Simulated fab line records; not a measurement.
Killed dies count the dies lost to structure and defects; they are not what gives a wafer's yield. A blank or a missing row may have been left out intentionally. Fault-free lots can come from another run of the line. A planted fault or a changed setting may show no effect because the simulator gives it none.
Check of tool commonality    flow gf180mcu    Sample size 11 lots and 33 wafers

== WHY THIS WAS OPENED ==
2 of 11 lots carry a flag on the reading LVPWELL_TW at GF_LVPWELL_TW_MEAS_11. Wafers without a fault read 561, standard deviation 4.3.
Rule: flag the lot when none of its wafers has a number, or when each of its wafers that has one lies beyond 4 standard deviations from that mean. The rest of the lots are taken to be sound.

lot   measured     on             LVPWELL_TW, wafer by wafer  flag
L608  day 4 14:17  film_metro-01  565 566 564                 
L612  day 5 01:41  film_metro-03  557 556 559                 
L614  day 5 13:53  film_metro-02  564 562 564                 
L613  day 5 13:57  film_metro-02  560 562 559                 
L617  day 6 02:02  film_metro-01  584 584 585                 FLAGGED
L619  day 6 13:09  film_metro-02  583 582 584                 FLAGGED
L621  day 6 23:14  film_metro-01  566 563 564                 
L626  day 8 00:50  film_metro-03  554 559 555                 
L628  day 8 12:30  film_metro-01  565 565 567                 
L630  day 8 21:59  film_metro-03  556 557 553                 
L631  day 9 03:16  film_metro-03  558 559 555                 
On average the flagged lots' numbers are 584, which is +23 against the usual, or +5 standard deviations.

== WHICH TOOL RAN EACH LOT ==
Before the reading, the record contains 4 process steps out of a 602-step route. In each cell: the tool, then ch and the chambers that the sampled wafers went through, then the start.
lot   flag     GF_STI_STRIP_15                      GF_DNWELL_STRIP_08                   GF_NWELL_STRIP_10                    GF_LVPWELL_IMPLANT_08
L608           plasma_asher-04 ch 0, day 2 09:02    plasma_asher-02 ch 0,1, day 3 13:05  plasma_asher-01 ch 0,1, day 4 00:59  implanter-02 ch 0, day 4 13:53
L612           plasma_asher-03 ch 0,1, day 3 00:55  plasma_asher-04 ch 0,1, day 3 22:02  plasma_asher-03 ch 0,1, day 4 11:17  implanter-02 ch 0, day 5 01:17
L614           plasma_asher-03 ch 0,1, day 3 07:22  plasma_asher-04 ch 0,1, day 4 09:02  plasma_asher-03 ch 0,1, day 4 23:07  implanter-03 ch 0, day 5 13:29
L613           plasma_asher-04 ch 0,1, day 3 08:05  plasma_asher-02 ch 0,1, day 4 09:23  plasma_asher-01 ch 0,1, day 4 23:20  implanter-02 ch 0, day 5 13:34
L617  FLAGGED  plasma_asher-04 ch 0,1, day 4 02:25  plasma_asher-02 ch 0,1, day 4 21:20  plasma_asher-02 ch 0,1, day 5 11:47  implanter-02 ch 0, day 6 01:38
L619  FLAGGED  plasma_asher-03 ch 0,1, day 4 12:11  plasma_asher-04 ch 0,1, day 5 07:26  plasma_asher-02 ch 0,1, day 5 22:08  implanter-02 ch 0, day 6 12:46
L621           plasma_asher-04 ch 0,1, day 4 22:07  plasma_asher-04 ch 0,1, day 5 17:02  plasma_asher-01 ch 0, day 6 07:56    implanter-03 ch 0, day 6 22:51
L626           plasma_asher-04 ch 0,1, day 5 22:01  plasma_asher-04 ch 0, day 6 17:05    plasma_asher-03 ch 0,1, day 7 08:41  implanter-04 ch 0, day 8 00:26
L628           plasma_asher-04 ch 0,1, day 6 08:52  plasma_asher-04 ch 0,1, day 7 04:32  plasma_asher-02 ch 0,1, day 7 20:50  implanter-04 ch 0, day 8 12:07
L630           plasma_asher-01 ch 0,1, day 6 18:37  plasma_asher-02 ch 0,1, day 7 13:50  plasma_asher-01 ch 0,1, day 8 05:04  implanter-04 ch 0, day 8 21:36
L631           plasma_asher-01 ch 0,1, day 6 23:51  plasma_asher-04 ch 0,1, day 7 19:28  plasma_asher-01 ch 0,1, day 8 10:40  implanter-03 ch 0, day 9 02:54
What is done by these steps:
- GF_STI_STRIP_15: strips in O2/N2.
- GF_DNWELL_STRIP_08: strips in O2/N2.
- GF_NWELL_STRIP_10: strips in O2/N2.
- GF_LVPWELL_IMPLANT_08
- GF_LVPWELL_TW_MEAS_11

== FLAGGED AGAINST TOTAL, ONE TOOL AT A TIME (gauges that did the reading follow at the end) ==
step                   tool             lots run  flagged  share of the flagged lots  sound lots run after its first flagged lot
GF_STI_STRIP_15        plasma_asher-01  2         0        none                       -
GF_STI_STRIP_15        plasma_asher-03  3         1        some                       0
GF_STI_STRIP_15        plasma_asher-04  6         1        some                       3 (L621,L626,L628)
GF_DNWELL_STRIP_08     plasma_asher-02  4         1        some                       1 (L630)
GF_DNWELL_STRIP_08     plasma_asher-04  7         1        some                       4 (L621,L626,L628,L631)
GF_NWELL_STRIP_10      plasma_asher-01  5         0        none                       -
GF_NWELL_STRIP_10      plasma_asher-02  3         2        all                        1 (L628)
GF_NWELL_STRIP_10      plasma_asher-03  3         0        none                       -
GF_LVPWELL_IMPLANT_08  implanter-02     5         2        all                        0
GF_LVPWELL_IMPLANT_08  implanter-03     3         0        none                       -
GF_LVPWELL_IMPLANT_08  implanter-04     3         0        none                       -
GF_LVPWELL_TW_MEAS_11  film_metro-01    4         1        some                       2 (L621,L628)
GF_LVPWELL_TW_MEAS_11  film_metro-02    3         1        some                       0
GF_LVPWELL_TW_MEAS_11  film_metro-03    4         0        none                       -

== WHAT THE TABLE PERMITS ==
plasma_asher-02 at GF_NWELL_STRIP_10 and implanter-02 at GF_LVPWELL_IMPLANT_08 are the 2 rows of the table that ran each flagged lot.
- plasma_asher-02 at GF_NWELL_STRIP_10 ran 3 lots, 2 of them flagged. Lots that were sound ran on it after the first flagged one (L628); a persistent fault on the entire tool would not allow that.
- implanter-02 at GF_LVPWELL_IMPLANT_08 ran 5 lots, 2 of them flagged. It ran its last sound lot, L613, at day 5 13:34 and its first flagged lot, L617, at day 6 01:38: a fault with its onset between the two fits. Its own readings (beam_on_s, faraday_current_uA) fall more than 4 standard deviations out on all wafers of the flagged lots.
implanter-02 at GF_LVPWELL_IMPLANT_08 is the single tool remaining.

== WHAT HAD BEEN PUT IN BY THE SIMULATOR ==
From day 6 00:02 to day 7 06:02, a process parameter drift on implanter-02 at GF_LVPWELL_IMPLANT_08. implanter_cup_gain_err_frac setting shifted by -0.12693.
Struck lots among those shown: L617, L619. The rule above reached the same finding.
